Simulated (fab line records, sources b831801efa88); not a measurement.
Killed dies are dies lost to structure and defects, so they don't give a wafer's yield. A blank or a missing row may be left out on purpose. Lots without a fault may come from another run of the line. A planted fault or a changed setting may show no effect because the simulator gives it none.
One fault seen from 2 desks | flow gf180mcu | each desk has only its own numbers; what lay behind them comes last

THE TOOL OWNER'S DESK: rie_diel-02
The tool's own readings at GF_STI_ETCH_13 (etches the open film in CHF3/O2, stops on Si, target depth 282.31 nm, time 112.9 s): means of the sampled wafers that have a number, for each lot that ran on this tool. A lot is out of limits, marked OUT, if its mean lies more than 4 standard deviations from the usual mean; the brackets give that distance.
Columns: A = drypump_motor_current_A at GF_STI_ETCH_13, usual 5.8 A; B = oes_product_au at GF_STI_ETCH_13, usual 0.830 a.u.; C = throttle_valve_pct at GF_STI_ETCH_13, usual 8.809 %
lot  | first seen here | A   | B     | C
L113 | day 2 06:18     | 5.7 | 0.836 | 8.803
L118 | day 3 10:05     | 5.5 | 0.824 | 8.803
L125 | day 4 20:03     | 5.5 | 0.829 | 8.817
L127 | day 5 06:11     | 5.3 | 0.826 | 8.803
This desk's finding: nothing out of limits on any of the 4 lots.

THE METROLOGY DESK
What the gauges read, lot by lot, whatever tool the lot ran on: means of the sampled wafers that have a number. A lot is out of limits, marked OUT, if its mean lies more than 4 standard deviations from the usual mean; the brackets give that distance.
Columns: A = VT_IMPLANT_TW at GF_VT_IMPLANT_TW_MEAS_10, usual 565; B = POLY_GATE_OVL at GF_POLY_GATE_OVL_MEAS_11, usual 2 nm
lot  | first seen here | A   | B
L113 | day 5 22:40     | 561 | 9
L114 | day 6 04:39     | 568 | -6
L115 | day 6 09:43     | 566 | 3
L116 | day 6 16:46     | 559 | -3
L117 | day 6 23:13     | 567 | 2
L118 | day 7 06:17     | 562 | 6
L120 | day 7 16:16     | 562 | 2
L124 | day 8 19:09     | 568 | 1
L125 | day 8 23:49     | 562 | -1
L127 | day 9 09:25     | 562 | 4
L133 | day 11 00:28    | 564 | 7
L134 | day 11 07:49    | 564 | -2
This desk's finding: nothing out of limits on any of the 12 lots.

PUT TOGETHER
The tool owner's desk saw nothing out of limits.
The metrology desk saw nothing out of limits.

WHAT THE SIMULATOR HAD PUT IN
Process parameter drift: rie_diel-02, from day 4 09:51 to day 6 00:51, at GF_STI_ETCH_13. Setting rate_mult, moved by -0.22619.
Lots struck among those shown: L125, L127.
